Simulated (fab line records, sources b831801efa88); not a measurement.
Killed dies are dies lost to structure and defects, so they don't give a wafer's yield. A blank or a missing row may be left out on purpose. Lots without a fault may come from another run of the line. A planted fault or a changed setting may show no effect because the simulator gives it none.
Chamber matching | flow sfq_line | SFQ_TRILAYER_I2_VIA_ETCH_VIA_ETCH_070 on rie_diel-01: 4 sister chambers
The step etches SiO2 in CHF3, stops on Nb, target depth 260 nm. 16 wafers are shown with their chamber, then 8 later ones without.

WAFERS WITH THEIR CHAMBER
wafer  | chamber | drypump_motor_current_A (A) | bias_w (W) | oes_product_au (a.u.)
L528.1 | 0       | 5.6                         | 79.79      | 0.851
L528.2 | 1       | 6.7                         | 80.41      | 0.861
L528.3 | 3       | 6.4                         | 80.25      | 0.854
L529.1 | 0       | 5.6                         | 79.63      | 0.860
L529.3 | 3       | 6.4                         | 79.92      | 0.853
L529.4 | 2       | 5.9                         | 80.02      | 0.856
L531.2 | 3       | 6.3                         | 80.11      | 0.848
L531.3 | 1       | 6.7                         | 80.14      | 0.856
L531.4 | 2       | 5.9                         | 79.97      | 0.864
L533.3 | 3       | 6.3                         | 79.58      | 0.858
L533.5 | 1       | 6.7                         | 80.07      | 0.859
L533.6 | 2       | 5.9                         | 79.88      | 0.851
L541.3 | 1       | 6.7                         | 80.22      | 0.855
L542.3 | 3       | 6.4                         | 80.40      | 0.856
L542.5 | 1       | 6.7                         | 80.13      | 0.861
L543.1 | 2       | 5.9                         | 80.39      | 0.845

SIGNATURES (means of the wafers above)
reading                 | chamber 0 | chamber 1 | chamber 2 | chamber 3 | scatter within a chamber
drypump_motor_current_A | 5.600     | 6.700     | 5.900     | 6.360     | 0.0316
bias_w                  | 79.7100   | 80.1940   | 80.0650   | 80.0520   | 0.23
oes_product_au          | 0.85550   | 0.85840   | 0.85400   | 0.85380   | 0.00518
Rule: a wafer's distance from a chamber is the root of the sum, over the readings, of the square of ((its reading less the chamber's mean) divided by the reading's scatter). The wafer belongs to the nearest chamber; if the next one is less than 2 further off, it can't be placed. The scatter: the root of (the sum of the squares of (reading less its chamber's mean) over the shown wafers, divided by (wafers less chambers)).

WAFERS WITHOUT THEIR CHAMBER
wafer  | drypump_motor_current_A (A) | bias_w (W) | oes_product_au (a.u.)
L543.3 | 5.5                         | 79.61      | 0.847
L543.6 | 5.5                         | 79.88      | 0.850
L544.2 | 6.4                         | 80.12      | 0.852
L544.3 | 5.6                         | 79.73      | 0.845
L544.5 | 5.9                         | 79.81      | 0.858
L548.1 | 6.7                         | 80.12      | 0.858
L548.2 | 5.6                         | 80.07      | 0.856
L548.6 | 5.9                         | 80.09      | 0.854

WHICH CHAMBER EACH WENT THROUGH
wafer  | from the rows above | in truth
L543.3 | 0                   | 0
L543.6 | 0                   | 0
L544.2 | 3                   | 3
L544.3 | 0                   | 0
L544.5 | 2                   | 2
L548.1 | 1                   | 1
L548.2 | 0                   | 0
L548.6 | 2                   | 2
Placed correctly: 8 of 8. Can't be placed from these rows: 0. Placed wrongly: 0.
